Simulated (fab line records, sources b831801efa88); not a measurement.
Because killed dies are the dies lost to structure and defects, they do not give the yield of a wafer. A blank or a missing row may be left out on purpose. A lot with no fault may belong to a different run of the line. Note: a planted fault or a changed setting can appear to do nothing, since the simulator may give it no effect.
Which tool was responsible? -- flow gf180mcu -- Sampling: 6 lots, 18 wafers, 2 of 602 route steps

WHAT THE GAUGES SHOWED, per wafer
GF_DUAL_GATE_THK_MEAS_03.
lot,measured,on,DUAL_GATE_OXIDATION_00_THK (nm)
L214,day 8 01:23,film metro-03,10.84 10.84 10.71
L216,day 8 14:56,film metro-02,11.52 11.55 11.43
L218,day 9 06:42,film metro-03,10.82 10.57 10.96
L223,day 10 20:41,film metro-04,9.87 10.00 9.88
L231,day 12 17:52,film metro-04,10.73 10.97 10.75
L235,day 14 02:16,film metro-04,11.18 11.09 11.17

WHAT TOOL EACH LOT RAN ON (gives the tool, then ch and the chambers of the sampled wafers, and finally the start)
lot,GF_DUAL_GATE_OXIDATION_02
L214,"furnace-02 ch 0, day 7 23:56"
L216,"furnace-02 ch 0, day 8 13:28"
L218,"furnace-01 ch 0, day 9 05:15"
L223,"furnace-02 ch 0, day 10 19:14"
L231,"furnace-01 ch 0, day 12 16:25"
L235,"furnace-02 ch 0, day 14 00:49"
- GF_DUAL_GATE_OXIDATION_02: stabilise 600 s, purge 300 s, target thk 10.887 nm.

THE ANSWER, worked out from the rows above alone
Rule: usual is defined by the lots themselves. Put in order of their means at a reading, lots are off if they are a third of the lots or fewer, leave a main group of 4 or more, and stand apart from it by a gap of 3 or more times the standard deviation of the main group's means; of several such gaps the widest counts. The tables above print the reading to a certain number of digits; a main group whose means all agree to those digits is not used. Also off: a lot with no number at a reading for which 4 or more lots have one. Any other lot the step has rows for is counted as sound.
Off: at GF_DUAL_GATE_THK_MEAS_03 (DUAL_GATE_OXIDATION_00_THK), L223. Main group: mean 11.01 nm, sd 0.28.
A tool fits if, at a process step before that reading, it ran every lot that is off, and no sound lot after the first of them. Gauges at GF_DUAL_GATE_THK_MEAS_03: tried the same way as those tools. No candidate that was tried fits.

WHAT THE SIMULATOR HAD PUT IN
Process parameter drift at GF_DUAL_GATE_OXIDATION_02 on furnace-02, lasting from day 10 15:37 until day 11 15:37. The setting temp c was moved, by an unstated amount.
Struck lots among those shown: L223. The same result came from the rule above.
